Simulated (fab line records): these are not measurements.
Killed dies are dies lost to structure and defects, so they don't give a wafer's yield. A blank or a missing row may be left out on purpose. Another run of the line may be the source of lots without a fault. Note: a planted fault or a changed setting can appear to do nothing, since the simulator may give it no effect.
Which of the tools did it? | flow gf180mcu | Sampling: 6 lots, 18 wafers, 2 of 602 route steps

== WHAT EACH GAUGE READ, for each wafer ==
GF_V4_OVL_MEAS_15.
lot  | measured     | on         | V4_OVL (nm)
L301 | day 25 04:49 | overlay-02 | -6 -6 -5
L303 | day 26 00:25 | overlay-02 | -3 -1 -3
L305 | day 26 14:52 | overlay-02 | -7 -2 -1
L312 | day 29 00:04 | overlay-02 | -5 1 -8
L317 | day 30 09:46 | overlay-02 | -3 2 -4
L322 | day 31 18:22 | overlay-02 | -1 -4 3

== TOOL THAT RAN EACH LOT (tool first, then ch and the chambers of the sampled wafers, then the start) ==
lot  | GF_M4_METAL_ETCH_16
L301 | rie metal-02 ch 0,1, day 24 05:02
L303 | rie metal-04 ch 0,1, day 25 01:02
L305 | rie metal-03 ch 0,1, day 25 16:42
L312 | rie metal-03 ch 0,1, day 28 04:01
L317 | rie metal-04 ch 0,1, day 29 13:56
L322 | rie metal-04 ch 0,1, day 30 23:32
- GF_M4_METAL_ETCH_16: etches the open film in Cl2/BCl3, stops on SiO2, target depth 750.8 nm, time 125.1 s.

== THE ANSWER, worked out from the rows above alone ==
Rule: the lots themselves supply what counts as usual. The widest of any qualifying gaps counts: lots, ordered by their means at a reading, are off when they make up no more than a third of the lots, leave a main group of 4 or more, and stand apart from it by 3 or more times the standard deviation of that group's means. Not used: any main group whose means are identical at the precision the tables above print for the reading. A lot without any number at a reading at which 4 lots or more have one is off too. Where the step has rows for the other lots, those lots are counted as sound.
Across all readings shown, no lot is off: no conclusion can be drawn from this.

== WHAT THE SIMULATOR HAD INSERTED ==
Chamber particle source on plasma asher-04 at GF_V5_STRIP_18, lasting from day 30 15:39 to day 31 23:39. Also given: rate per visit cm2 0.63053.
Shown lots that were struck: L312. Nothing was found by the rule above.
